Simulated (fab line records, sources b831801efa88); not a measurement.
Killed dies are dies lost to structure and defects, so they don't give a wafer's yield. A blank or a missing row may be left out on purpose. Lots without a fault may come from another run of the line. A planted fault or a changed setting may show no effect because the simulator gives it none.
Problem report in the 8D (eight disciplines) form, filled by code | flow gf180mcu | the parts of the form that need people (team, actions taken, sign-off) are left out

1. THE PROBLEM
SAB_CVD_00_THK at GF_SAB_THK_MEAS_01 reads a mean of 57.0 nm on 3 wafers of 3 lots; wafers without a fault read 49.9 nm with a standard deviation of 0.66. That is +11 standard deviations from the usual mean.
First seen on wafer L547.6, day 19 05:17, on film_metro-02. The record holds 43 wafers of 15 lots with a number at this step. Rule for "out", or "out of limits": more than 4 standard deviations from the usual mean. The other wafers with a number count as sound.

2. WHAT IT IS AND WHAT IT IS NOT
question                    | is                           | is not
which readings at this step | SAB_CVD_00_THK               | -
which lots                  | L547, L548, L550             | L533, L534, L535, L537, L539, L540, L541, L542, L543, L545, L554, L556
which wafers of those lots  | L547.6, L548.6, L550.6       | L547.2, L548.1, L550.2, L550.4
read on which gauges        | film_metro-02, film_metro-03 | film_metro-04
when                        | from day 19 05:17            | up to then (31 sound wafers); but 9 sound wafers of L548, L550, L554, L556 came after

3. SUSPECTS, AND WHAT RULES EACH OUT
Counting: a tool at a process step up to the reading stays a suspect if it ran every lot that is out. Sound lots after the first of them don't rule it out here, since some wafers of a struck lot are sound.
- the gauge at GF_SAB_THK_MEAS_01: ruled out. The wafers that are out were read on 2 gauges (film_metro-02, film_metro-03).
- pecvd-01 at GF_SAB_CVD_00 (deposits SiO2 from TEOS, target thk 50 nm, time 4.9302 s): kept. It ran every lot that is out, first L547 (day 19 05:15); its last sound lot up to then is L543 (day 17 21:32).
Left after counting: pecvd-01 at GF_SAB_CVD_00.

4. THE CAUSE (what the simulator had put in)
Process parameter drift: pecvd-01, from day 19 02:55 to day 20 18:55, at GF_SAB_CVD_00. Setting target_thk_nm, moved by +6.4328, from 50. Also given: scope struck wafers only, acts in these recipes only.
Counting left only this tool.

5. THE CHAIN OF EFFECTS, in route order
Each row: a reading whose mean over the struck wafers that have a number lies more than 3 standard deviations from the usual. Only readings for which the record gives a usual standard deviation are gone through. hours: the time from each lot's start at the first step in this table that gives one to its start at this step, as a median over the lots. sigmas: the change in usual standard deviations.
hours | step               | reading        | usual   | on struck wafers | change | sigmas
0     | GF_SAB_THK_MEAS_01 | SAB_CVD_00_THK | 49.9 nm | 57.0             | +7.1   | +11
Later measuring or inspecting steps at which every struck wafer that the step has a row for has a number for every such reading, and none has moved that far: GF_SALICIDE_RS_MEAS_04.

6. WHAT WOULD HAVE CAUGHT IT SOONER
In this record the first reading out of limits at a measuring or inspecting step was taken at day 19 05:17, 2 hours after the fault began at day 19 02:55.
Of the tool readings at GF_SAB_CVD_00 for which the record gives a usual standard deviation, none was out on any struck wafer, so an alarm limit of 4 standard deviations on them would not have fired.
Of the lots that are out (3), L548, L550 began GF_SAB_CVD_00 on pecvd-01 after day 19 05:17. A hold on the tool at that time would have spared those 2.
